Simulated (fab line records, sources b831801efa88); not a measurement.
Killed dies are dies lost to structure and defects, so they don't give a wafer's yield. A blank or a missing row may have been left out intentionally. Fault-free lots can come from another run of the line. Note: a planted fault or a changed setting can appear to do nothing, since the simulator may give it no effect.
Problem report, 8D (eight disciplines) form, completed by code -- flow sky130 -- the parts of the form that need people (team, actions taken, sign-off) are left out

## 1. THE ISSUE
Across 6 wafers from 2 lots, FIELD_ISO_OXIDATION_01_THK at SKY_FIELD_ISO_THK_MEAS_23 averages 16.72 nm, while fault-free wafers read 9.97 nm with a standard deviation of 0.21. Measured from the usual mean, that is +32 standard deviations.
First observed at day 5 03:16: wafer L977.1, on filmMetro-02. At this step, 33 wafers from 11 lots have a number in the record. The rule behind "out" and "out of limits": a value lying over 4 standard deviations away from the usual mean. All remaining wafers that have a number are taken as sound.

## 2. WHAT IT IS, WHAT IT ISN'T
question,is,is not
which readings at this step,FIELD_ISO_OXIDATION_01_THK,-
which lots,"L977, L978","L964, L965, L966, L967, L971, L972, L973, L976, L986"
which wafers of those lots,all that have a number,-
read on which gauges,"filmMetro-02, filmMetro-04",filmMetro-03
when,from day 5 03:16,up to then (24 sound wafers); but 3 sound wafers of L986 came after

## 3. SUSPECTS, AND WHAT RULES EACH OUT
Counting: a tool at any process step up to the reading remains a suspect when it ran all the lots that are out and ran no sound lot after the first of those.
- ruled out: the gauge at SKY_FIELD_ISO_THK_MEAS_23. 2 gauges (filmMetro-02, filmMetro-04) read the wafers that are out.
- furnace-01 at SKY_FIELD_ISO_OXIDATION_22 (stabilise 600 s, purge 300 s, target thk 10 nm): kept. Every lot that is out went through it, starting with L977 (day 5 02:05), and after that it ran no sound lot; the last sound lot it ran before then is L973 (day 4 08:25). Its own spikeTcBottomC, spikeTcCentreC, spikeTcLowerC, spikeTcTopC, spikeTcUpperC, tubeCenterTempC, tube_center_temp_C_max, zonePowerCentrePct, zonePowerTopPct readings are out on those wafers.
Left after counting: furnace-01 at SKY_FIELD_ISO_OXIDATION_22.

## 4. THE CAUSE (what the simulator had put in)
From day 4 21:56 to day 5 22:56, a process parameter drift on furnace-01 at SKY_FIELD_ISO_OXIDATION_22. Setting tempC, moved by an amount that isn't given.
The count eliminated every tool but this one.

## 5. SEQUENCE OF EFFECTS, ordered by route
One row per reading whose mean, taken over the struck wafers that have a number, lies over 3 standard deviations from the usual. Readings are gone through only where the record gives a usual standard deviation; hours: the median, over the lots, of the time from a lot's start at the first step in this table giving one to that lot's start at this step; sigmas: the change measured in usual standard deviations.
hours,step,reading,usual,on struck wafers,change,sigmas
0,SKY_FIELD_ISO_OXIDATION_22,spikeTcBottomC,968.1 C,1013.0,+44.9,+37
0,SKY_FIELD_ISO_OXIDATION_22,spikeTcCentreC,950.5 C,996.6,+46.1,+35
0,SKY_FIELD_ISO_OXIDATION_22,spikeTcLowerC,949.0 C,992.6,+43.6,+40
0,SKY_FIELD_ISO_OXIDATION_22,spikeTcTopC,960 C,1008,+48,+10
0,SKY_FIELD_ISO_OXIDATION_22,spikeTcUpperC,950.7 C,994.8,+44.1,+34
0,SKY_FIELD_ISO_OXIDATION_22,tubeCenterTempC,949.99 C,994.64,+44.65,+99 or more
0,SKY_FIELD_ISO_OXIDATION_22,tube_center_temp_C_max,952.4,997.1,+44.8,+99 or more
0,SKY_FIELD_ISO_OXIDATION_22,zonePowerCentrePct,21.51 %,23.74,+2.23,+11
0,SKY_FIELD_ISO_OXIDATION_22,zonePowerLowerPct,20.5 %,23.3,+2.8,+4.3
0,SKY_FIELD_ISO_OXIDATION_22,zonePowerTopPct,35.5 %,38.5,+3.0,+7.2
1,SKY_FIELD_ISO_THK_MEAS_23,FIELD_ISO_OXIDATION_01_THK,9.97 nm,16.72,+6.75,+32
Its process steps:
- SKY_FIELD_ISO_OXIDATION_22: stabilise 600 s, purge 300 s, target thk 10 nm.
Later measuring or inspecting steps at which every struck wafer that the step has a row for has a number for every such reading, and none has moved that far: SKY_VT_ADJUST_HVTP_TW_MEAS_11.

## 6. HOW IT WOULD HAVE BEEN CAUGHT EARLIER
In this record the first reading out of limits at a measuring or inspecting step was taken at day 5 03:16, 5 hours after the fault began at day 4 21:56.
Tool's own readings at SKY_FIELD_ISO_OXIDATION_22, spikeTcBottomC, spikeTcCentreC, spikeTcLowerC, spikeTcTopC, spikeTcUpperC, tubeCenterTempC, tube_center_temp_C_max, zonePowerCentrePct, zonePowerTopPct: out on all struck wafers the step has rows for; an alarm limit on them would have tripped on the first.
Of the lots that are out (2), L978 began SKY_FIELD_ISO_OXIDATION_22 on furnace-01 after day 5 03:16. Putting the tool on hold at that point would have spared it.
